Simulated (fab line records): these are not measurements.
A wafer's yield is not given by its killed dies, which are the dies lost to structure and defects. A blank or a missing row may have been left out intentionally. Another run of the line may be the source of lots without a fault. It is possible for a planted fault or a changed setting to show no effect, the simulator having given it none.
Which tool did it? -- flow gf180mcu -- 12 lots with 36 wafers sampled at 5 steps, on a route of 602 steps

## WHAT THE GAUGES SHOWED, per wafer
GF_V4_THK_MEAS_25: measures by xrf. Usual: V4_W_THK 354 nm, standard deviation 6.7.
lot,measured,on,V4_W_THK (nm),flag
L994,day 24 09:11,film_metro-02,356 355 357,
L995,day 24 19:43,film_metro-01,344 353 350,
L996,day 25 04:58,film_metro-01,340 347 345,
L101,day 26 23:35,film_metro-02,358 357 353,
L102,day 27 15:02,film_metro-04,359 360 356,
L110,day 29 13:05,film_metro-02,350 351 356,
L111,day 29 22:47,film_metro-02,352 352 353,
L112,day 30 03:03,film_metro-02,359 356 355,
L113,day 30 11:16,film_metro-02,356 360 354,
L115,day 30 21:58,film_metro-02,364 359 355,
L116,day 31 04:16,film_metro-01,348 345 350,
L117,day 31 19:07,film_metro-04,367 367 372,

GF_V5_THK_MEAS_01. Usual: V5_CVD_00_THK 301.0 nm, standard deviation 2.4.
lot,measured,on,V5_CVD_00_THK (nm),flag
L994,day 26 05:38,film_metro-03,298.5 298.6 298.3,
L995,day 26 15:47,film_metro-03,300.9 301.5 302.5,
L996,day 27 01:16,film_metro-02,299.5 298.7 300.8,
L101,day 28 16:58,film_metro-03,257.6 256.2 301.3,OFF
L102,day 29 08:17,film_metro-02,304.2 251.7 298.5,OFF
L110,day 31 03:57,film_metro-04,302.1 300.4 299.0,
L111,day 31 13:05,film_metro-03,303.2 299.7 300.8,
L112,day 31 16:53,film_metro-04,301.9 301.0 305.3,
L113,day 32 00:45,film_metro-03,300.8 299.6 300.7,
L115,day 32 11:43,film_metro-04,306.5 305.6 303.2,
L116,day 32 16:42,film_metro-03,302.2 296.3 298.2,
L117,day 33 06:45,film_metro-03,302.0 295.8 300.0,

## EACH LOT AND THE TOOL THAT RAN IT (in order: tool; ch and the chambers of the sampled wafers; start)
lot,GF_V3_CMP_04,GF_M5_ETCH_09,GF_V5_CVD_00
L994,"cmp-02 ch 0,1,2, day 21 08:50","rie_diel-04 ch 0,1,3, day 26 04:53","hdpcvd-02 ch 0,1,2, day 26 05:34"
L995,"cmp-02 ch 0,1,3, day 21 18:58","rie_diel-03 ch 0,1,2, day 26 15:02","hdpcvd-01 ch 0,1,2, day 26 15:43"
L996,"cmp-01 ch 2,3, day 22 03:50","rie_diel-04 ch 0,1,2, day 27 00:29","hdpcvd-01 ch 0,1,2, day 27 01:12"
L101,"cmp-02 ch 0,3, day 24 03:40","rie_diel-03 ch 1,3, day 28 16:10","hdpcvd-02 ch 0,2, day 28 16:54"
L102,"cmp-02 ch 0,2,3, day 24 19:16","rie_diel-03 ch 1,3, day 29 07:32","hdpcvd-02 ch 0,1,2, day 29 08:14"
L110,"cmp-01 ch 1,3, day 26 21:52","rie_diel-03 ch 0,3, day 31 03:11","hdpcvd-01 ch 1,2, day 31 03:54"
L111,"cmp-02 ch 0,1,3, day 27 07:00","rie_diel-04 ch 1,2,3, day 31 12:20","hdpcvd-01 ch 0,1, day 31 13:02"
L112,"cmp-01 ch 0,2, day 27 12:31","rie_diel-03 ch 0,3, day 31 16:07","hdpcvd-02 ch 0,2, day 31 16:50"
L113,"cmp-01 ch 0,2,3, day 27 21:07","rie_diel-01 ch 0,3, day 31 23:59","hdpcvd-01 ch 0,2, day 32 00:43"
L115,"cmp-01 ch 0,1,3, day 28 08:48","rie_diel-01 ch 0,1,3, day 32 10:59","hdpcvd-02 ch 1,2, day 32 11:40"
L116,"cmp-02 ch 0,1, day 28 15:13","rie_diel-04 ch 1,2,3, day 32 15:56","hdpcvd-02 ch 0,1, day 32 16:38"
L117,"cmp-01 ch 0,2,3, day 29 08:14","rie_diel-01 ch 1,2,3, day 33 05:59","hdpcvd-02 ch 0,1, day 33 06:41"
- GF_V3_CMP_04: polishes SiO2.
- GF_M5_ETCH_09: etches Si3N4 in CF4/O2, target depth 52 nm, time 11.6 s.
- GF_V5_CVD_00: deposits SiO2, target thk 300 nm, time 50 s.

## WHAT THE TOOLS THEMSELVES READ (means of the sampled wafers that have a number; where no wafer has one, the mark that the record gives instead)
GF_V3_CMP_04. Usual: head_pressure_psi 4.000 psi, standard deviation 0.0084; motor_current_A 12.2 A, standard deviation 0.98; time_to_endpoint_s 82 s, standard deviation 4.9.
lot,tool,head_pressure_psi (psi),motor_current_A (A),time_to_endpoint_s (s),flag
L994,cmp-02,4.002,12.2,75,
L995,cmp-02,3.997,12.2,83,
L996,cmp-01,4.003,12.1,80,
L101,cmp-02,3.998,11.5,81,
L102,cmp-02,3.997,11.8,85,
L110,cmp-01,3.991,13.3,82,
L111,cmp-02,3.999,11.6,82,
L112,cmp-01,3.990,11.4,87,
L113,cmp-01,3.995,12.3,85,
L115,cmp-01,4.001,12.5,88,
L116,cmp-02,4.004,11.7,83,
L117,cmp-01,3.998,12.1,83,

GF_M5_ETCH_09. Usual: cf4_flow_sccm 79.98 sccm, standard deviation 0.25; drypump_motor_current_A 5.6 A, standard deviation 0.43; oes_product_au 1.000 a.u., standard deviation 0.0068; throttle_valve_pct 5.971 %, standard deviation 0.0094.
lot,tool,cf4_flow_sccm (sccm),drypump_motor_current_A (A),oes_product_au (a.u.),throttle_valve_pct (%),flag
L994,rie_diel-04,79.94,5.5,0.995,5.967,
L995,rie_diel-03,79.90,5.5,1.000,5.964,
L996,rie_diel-04,80.17,5.6,1.002,5.966,
L101,rie_diel-03,80.00,5.7,0.998,5.965,
L102,rie_diel-03,80.09,5.7,1.002,5.981,
L110,rie_diel-03,79.85,5.5,1.000,5.975,
L111,rie_diel-04,79.99,5.1,0.999,5.984,
L112,rie_diel-03,80.28,5.5,0.998,5.976,
L113,rie_diel-01,80.23,5.4,1.001,5.972,
L115,rie_diel-01,79.90,5.6,1.000,5.981,
L116,rie_diel-04,79.84,5.0,0.999,5.978,
L117,rie_diel-01,80.02,5.9,0.998,5.970,

GF_V5_CVD_00. Usual: sih4_flow_sccm at 60.02 sccm, with a standard deviation of 0.19.
lot,tool,sih4_flow_sccm (sccm),flag
L994,hdpcvd-02,60.08,
L995,hdpcvd-01,60.03,
L996,hdpcvd-01,59.98,
L101,hdpcvd-02,53.93,OFF
L102,hdpcvd-02,57.17,OFF
L110,hdpcvd-01,60.00,
L111,hdpcvd-01,59.92,
L112,hdpcvd-02,59.85,
L113,hdpcvd-01,59.88,
L115,hdpcvd-02,60.20,
L116,hdpcvd-02,59.96,
L117,hdpcvd-02,60.00,

## THE ANSWER, worked out from the rows above alone
Rule: a lot is off if the mean of its wafers that have a number lies more than 3 standard deviations from the usual mean. A lot without any number at a reading at which 4 lots or more have one is off too. All remaining lots with rows at the step are treated as sound. The gauges are gone through in route order, then the tools' own readings, and for those a lot's mean is taken as printed above. The first step at which some lot is off is used, and at that step the reading that is off furthest; a lot without a number counts as furthest.
Off: L101, L102, at GF_V5_THK_MEAS_01 (V5_CVD_00_THK).
A tool fits if, at a process step before that reading, it ran every lot that is off, and no sound lot after the first of them. The gauges at GF_V5_THK_MEAS_01 aren't tried: what is off there is off at GF_V5_CVD_00 too, on other tools, and a gauge's error can't cause that. Of those tried, none fits.

## WHAT THE SIMULATOR HAD PUT IN
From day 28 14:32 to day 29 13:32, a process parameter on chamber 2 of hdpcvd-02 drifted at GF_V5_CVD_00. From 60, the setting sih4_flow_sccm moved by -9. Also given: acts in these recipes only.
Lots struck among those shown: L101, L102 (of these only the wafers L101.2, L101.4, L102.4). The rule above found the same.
